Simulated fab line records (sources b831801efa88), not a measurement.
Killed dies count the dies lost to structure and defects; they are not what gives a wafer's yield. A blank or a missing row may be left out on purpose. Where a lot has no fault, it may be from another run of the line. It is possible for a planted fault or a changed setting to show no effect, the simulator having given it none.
Which tool was responsible?    flow gf180mcu    24 lots (72 wafers sampled), 1 step of a 602-step route

WHAT THE GAUGES SHOWED, per wafer
GF_M2_CD_MEAS_14: the cd target is 280 nm.
lot   measured      on        cdNm (nm)
L074  day 19 02:29  cdSem-02  278.1 279.5 280.1
L075  day 19 14:42  cdSem-02  279.4 279.1 279.2
L076  day 19 22:27  cdSem-01  279.2 279.7 279.7
L077  day 20 08:15  cdSem-02  278.2 278.2 277.0
L078  day 21 05:29  cdSem-02  280.2 279.1 280.9
L079  day 21 11:39  cdSem-02  281.4 280.5 281.4
L080  day 22 00:21  cdSem-01  281.2 279.5 280.1
L081  day 22 07:49  cdSem-01  279.5 279.5 279.0
L082  day 22 10:22  cdSem-01  279.1 278.5 277.8
L083  day 22 18:23  cdSem-01  283.2 281.6 283.2
L084  day 23 00:43  cdSem-02  281.1 279.8 279.5
L085  day 23 14:15  cdSem-01  280.8 279.9 279.1
L086  day 23 20:01  cdSem-02  281.7 282.1 279.9
L087  day 24 02:52  cdSem-02  277.9 279.6 278.5
L088  day 24 15:00  cdSem-02  278.9 278.9 279.6
L089  day 25 04:14  cdSem-01  279.2 280.5 280.3
L090  day 25 04:48  cdSem-02  279.3 280.8 280.8
L091  day 25 11:10  cdSem-01  280.4 281.1 280.4
L092  day 25 17:06  cdSem-01  279.5 279.7 279.8
L093  day 26 01:56  cdSem-01  281.9 281.9 282.7
L094  day 26 06:15  cdSem-02  278.9 280.8 278.9
L095  day 26 12:07  cdSem-02  281.1 281.2 280.4
L096  day 26 17:20  cdSem-02  280.5 279.9 279.2
L097  day 27 00:31  cdSem-01  279.8 279.8 280.1

EACH LOT AND THE TOOL THAT RAN IT (in order: tool; ch and the chambers of the sampled wafers; start)
The record shows no process step preceding these readings.

AS READ BY THE TOOLS THEMSELVES (means over the sampled wafers that have a number; for cases with no such wafer, the mark the record gives instead)
The record holds no such reading with a usual standard deviation.

THE ANSWER, worked out from the rows above alone
Rule: the lots themselves supply what counts as usual. The widest of any qualifying gaps counts: lots, ordered by their means at a reading, are off when they make up no more than a third of the lots, leave a main group of 4 or more, and stand apart from it by 3 or more times the standard deviation of that group's means. A main group whose means are all the same, to the digits that the tables above print for the reading, isn't used. A lot without any number at a reading at which 4 lots or more have one is off too. Any other lot the step has rows for is counted as sound. First the gauges in route order, then the tools' own readings, where a lot's mean is used as printed above. At the first step where some lot is off, the reading lying furthest off is the one used; lots without a number count as furthest.
No lot is off on any of the readings shown, so nothing can be concluded from this.

WHAT WAS PUT IN BY THE SIMULATOR
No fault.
